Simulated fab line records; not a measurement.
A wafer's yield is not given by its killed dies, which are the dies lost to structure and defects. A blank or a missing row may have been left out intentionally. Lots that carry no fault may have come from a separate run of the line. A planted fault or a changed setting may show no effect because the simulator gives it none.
Which tool was responsible? / flow sfqLine / 7 lots, 21 wafers sampled, at 3 steps of a route of 325

WHAT THE GAUGES SHOWED, per wafer
SFQ_M7_RS_MEAS_943: uses a four-point probe to measure.
lot=L134; measured=day 75 07:02; on=filmMetro-01; M7_NB_RS (ohm/sq)=0.880 0.873 0.866
lot=L136; measured=day 77 15:40; on=filmMetro-04; M7_NB_RS (ohm/sq)=0.895 0.892 0.898
lot=L140; measured=day 81 04:12; on=filmMetro-02; M7_NB_RS (ohm/sq)=0.889 0.883 0.894
lot=L144; measured=day 82 15:11; on=filmMetro-04; M7_NB_RS (ohm/sq)=0.887 0.880 0.889
lot=L146; measured=day 83 00:55; on=filmMetro-04; M7_NB_RS (ohm/sq)=0.883 0.891 0.888
lot=L150; measured=day 83 23:44; on=filmMetro-01; M7_NB_RS (ohm/sq)=0.888 0.887 0.887
lot=L156; measured=day 85 08:07; on=filmMetro-04; M7_NB_RS (ohm/sq)=0.876 0.878 0.887

WHICH TOOL RAN EACH LOT (tool, then ch and the chambers of the sampled wafers, then the start)
lot=L134; SFQ_TRILAYER_A5B_CMP_CMP_130=cmp-01 ch 0,3, day 61 01:57; SFQ_TRILAYER_M7_DEP_SPUTTER_175=pvdSputter-03, day 75 06:54
lot=L136; SFQ_TRILAYER_A5B_CMP_CMP_130=cmp-01 ch 0,1, day 61 08:27; SFQ_TRILAYER_M7_DEP_SPUTTER_175=pvdSputter-06, day 77 15:34
lot=L140; SFQ_TRILAYER_A5B_CMP_CMP_130=cmp-02 ch 1,3, day 61 23:11; SFQ_TRILAYER_M7_DEP_SPUTTER_175=pvdSputter-04, day 81 04:05
lot=L144; SFQ_TRILAYER_A5B_CMP_CMP_130=cmp-02 ch 0,1,3, day 68 03:04; SFQ_TRILAYER_M7_DEP_SPUTTER_175=pvdSputter-06, day 82 15:04
lot=L146; SFQ_TRILAYER_A5B_CMP_CMP_130=cmp-02 ch 0,1,2, day 68 11:28; SFQ_TRILAYER_M7_DEP_SPUTTER_175=pvdSputter-06, day 83 00:49
lot=L150; SFQ_TRILAYER_A5B_CMP_CMP_130=cmp-02 ch 0,2,3, day 68 23:25; SFQ_TRILAYER_M7_DEP_SPUTTER_175=pvdSputter-03, day 83 23:37
lot=L156; SFQ_TRILAYER_A5B_CMP_CMP_130=cmp-01 ch 1,2,3, day 74 06:24; SFQ_TRILAYER_M7_DEP_SPUTTER_175=pvdSputter-03, day 85 08:01
- SFQ_TRILAYER_A5B_CMP_CMP_130: polishes, stops on Nb, target thk 340.7 nm.
- SFQ_TRILAYER_M7_DEP_SPUTTER_175: material Nb, target thk 200 nm, time 133.3 s.

THE ANSWER, worked out from the rows above alone
Rule: what is usual is taken from the lots themselves. Put in order of their means at a reading, lots are off if they are a third of the lots or fewer, leave a main group of 4 or more, and stand apart from it by a gap of 3 or more times the standard deviation of the main group's means; of several such gaps the widest counts. The tables above print the reading to a certain number of digits; a main group whose means all agree to those digits is not used. Also off: a lot with no number at a reading for which 4 or more lots have one. Where the step has rows for the other lots, those lots are counted as sound.
Nothing can be told from this: no lot is off at any reading shown.

WHAT THE SIMULATOR HAD PUT IN
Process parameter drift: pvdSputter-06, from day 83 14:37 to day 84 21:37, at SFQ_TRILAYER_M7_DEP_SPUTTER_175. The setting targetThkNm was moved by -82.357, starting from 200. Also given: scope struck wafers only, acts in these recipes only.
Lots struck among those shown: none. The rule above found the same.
